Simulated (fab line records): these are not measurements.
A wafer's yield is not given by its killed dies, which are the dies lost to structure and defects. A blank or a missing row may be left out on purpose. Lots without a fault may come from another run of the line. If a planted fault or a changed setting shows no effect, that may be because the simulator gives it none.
One fault through the eyes of 2 desks | flow sky130 | each desk holds nothing but its own numbers, with what lay behind them at the end

TOOL OWNER'S DESK, implanter-03
SKY_LDD_HVP_IMPLANT_08, tool's own readings: per-lot mean of the sampled wafers with a number, covering each lot this tool ran. Any lot whose mean is over 4 standard deviations away from the usual mean is out of limits and marked OUT; that distance is given in the brackets.
Columns: A = beam-on-s at SKY_LDD_HVP_IMPLANT_08, usual 10.00 s; B = dose-ions-cm2 at SKY_LDD_HVP_IMPLANT_08, usual 1.7002e+13; C = faraday-current-uA at SKY_LDD_HVP_IMPLANT_08, usual 95.9
lot  | first seen here | A     | B                            | C
L126 | day 22 15:01    | 9.85  | 1.7018e+13                   | 97.0
L130 | day 24 06:59    | 10.06 | 1.4415e+13 (-99 or more) OUT | 80.7 (-8.4) OUT
L131 | day 24 17:46    | 10.19 | 1.4412e+13 (-99 or more) OUT | 79.4 (-9.1) OUT
L140 | day 27 09:52    | 9.87  | 1.6976e+13                   | 97.4
L142 | day 27 21:38    | 10.02 | 1.7003e+13                   | 95.8
L144 | day 28 17:43    | 9.80  | 1.7008e+13                   | 97.5
Finding of this desk: L130, L131 out of limits; the first was L130 at day 24 06:59, on dose-ions-cm2 at SKY_LDD_HVP_IMPLANT_08. In limits: L126, L140, L142, L144.

METROLOGY DESK
Means of the sampled wafers that have a number, per lot and without regard to the tool the lot ran on: this is what the gauges read. Any lot whose mean is over 4 standard deviations away from the usual mean is out of limits and marked OUT; that distance is given in the brackets.
Columns: A = LDD_HVN_OVL at SKY_LDD_HVN_OVL_MEAS_07, usual -0.2 nm; B = LDD_HVP_TW at SKY_LDD_HVP_TW_MEAS_10, usual 458; C = cd-nm at SKY_POLY_CUT_CD_MEAS_08, usual 269.8 nm
lot  | first seen here | A    | B              | C
L125 | day 21 07:35    | -0.6 | 456            | 272.3
L126 | day 21 07:49    | 1.5  | 458            | 271.4
L127 | day 21 09:37    | 2.2  | 460            | 268.7
L130 | day 23 00:19    | 0.0  | 435 (-6.7) OUT | 268.1
L131 | day 23 10:59    | -1.4 | 435 (-6.7) OUT | 269.6
L137 | day 25 07:08    | 0.2  | 459            | 267.9
L138 | day 25 20:08    | 0.4  | 453            | 269.0
L140 | day 26 04:02    | 0.2  | 464            | 269.7
L141 | day 26 13:20    | -0.5 | 464            | 269.9
L142 | day 26 16:41    | 0.7  | 463            | 273.0
L144 | day 27 12:50    | -1.5 | 458            | 270.7
L147 | day 28 12:02    | 0.5  | 455            | 268.9
This desk's result: L130, L131 out of limits, first on L130 (LDD_HVP_TW at SKY_LDD_HVP_TW_MEAS_10), day 24 07:12. In limits: L125, L126, L127, L137, L138, L140, L141, L142, L144, L147.

PUT TOGETHER
An alarm could have come from the tool owner's desk at day 24 06:59, on L130, L131.
On L130, L131, the metrology desk was in a position to raise an alarm at day 24 07:12.
Every lot named ran SKY_LDD_HVP_IMPLANT_08 on implanter-03.

WHAT THE SIMULATOR HAD INSERTED
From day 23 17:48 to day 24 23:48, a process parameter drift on implanter-03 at SKY_LDD_HVP_IMPLANT_08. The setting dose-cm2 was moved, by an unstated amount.
Lots struck among those shown: L130, L131.
Delay (hours) between the fault's onset and each desk's first out-of-limits reading: 13 at the tool owner's desk, 13 at the metrology desk.
